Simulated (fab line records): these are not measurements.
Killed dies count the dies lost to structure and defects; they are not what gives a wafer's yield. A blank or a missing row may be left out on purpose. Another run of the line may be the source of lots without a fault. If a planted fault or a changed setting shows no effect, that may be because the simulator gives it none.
Lot-split experiment	flow gf180mcu	23 wafers read from 5 lots, route of 602 steps

## THE SPLIT
At GF_STI_OXIDATION_01 (stabilise 600 s, purge 300 s, target thk 10 nm), the setting tempC was moved away from the recipe's 900 C on 20 of the 23 wafers read, by -2.0% to +1.8%. For the rest of the wafers, this setting stayed at what the recipe calls for.

No step appears in the file between the split and the reading.

## THE READING
At GF_STI_THK_MEAS_02: STI_OXIDATION_THK, given in nm. On this fab line, fault-free wafers typically give 10.08 nm with a standard deviation of 0.14 nm.

wafer	tool, chamber at the split	tempC as run, C	against the recipe	STI_OXIDATION_THK, nm	against lot-mates on the recipe
L074.1	-, -	889.9	-1.1%	9.04	no lot-mate on the recipe
L074.2	-, -	889.9	-1.1%	9.11	no lot-mate on the recipe
L074.3	-, -	889.9	-1.1%	9.21	no lot-mate on the recipe
L074.4	-, -	889.9	-1.1%	9.38	no lot-mate on the recipe
L074.5	-, -	889.9	-1.1%	9.18	no lot-mate on the recipe
L077.1	-, -	915.8	+1.8%	11.81	no lot-mate on the recipe
L077.2	-, -	915.8	+1.8%	11.77	no lot-mate on the recipe
L077.4	-, -	915.8	+1.8%	11.77	no lot-mate on the recipe
L077.5	-, -	915.8	+1.8%	11.81	no lot-mate on the recipe
L077.6	-, -	915.8	+1.8%	11.86	no lot-mate on the recipe
L081.1	-, -	908.1	+0.9%	11.20	no lot-mate on the recipe
L081.2	-, -	908.1	+0.9%	11.31	no lot-mate on the recipe
L081.3	-, -	908.1	+0.9%	11.27	no lot-mate on the recipe
L081.5	-, -	908.1	+0.9%	11.29	no lot-mate on the recipe
L081.6	-, -	908.1	+0.9%	11.20	no lot-mate on the recipe
L082.2	furnace-02, 0	900	recipe	10.02	-
L082.3	furnace-02, 0	900	recipe	9.99	-
L082.5	furnace-02, 0	900	recipe	9.89	-
L084.1	-, -	881.6	-2.0%	8.23	no lot-mate on the recipe
L084.2	-, -	881.6	-2.0%	8.14	no lot-mate on the recipe
L084.3	-, -	881.6	-2.0%	8.12	no lot-mate on the recipe
L084.4	-, -	881.6	-2.0%	8.10	no lot-mate on the recipe
L084.5	-, -	881.6	-2.0%	8.29	no lot-mate on the recipe

FIT RESULTS
A straight line over all 23 wafers: STI_OXIDATION_THK changes by +0.969 nm for each +1% of tempC; r = +0.99; the points scatter about the line by 0.16 nm.
Too few moved wafers have a lot-mate on the recipe to fit a line with each lot's own level taken away.

## THE WHOLE CHAIN: every reading that the file lists as answering this split, in the file's order
step	what it does	reading	change (the file's fit)	r (the file's)
GF_STI_OXIDATION_01	stabilise 600 s, purge 300 s, target thk 10 nm	SiO2_of_STI_OXIDATION_01.thkNm (the simulator's own value, which no gauge read)	+0.973 nm for each +1% of the setting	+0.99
GF_STI_THK_MEAS_02		STI_OXIDATION_THK	+0.969 for each +1% of the setting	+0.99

## FILE'S OWN FIT
STI_OXIDATION_THK changes by +0.969 nm for each +1% of tempC, r = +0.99.
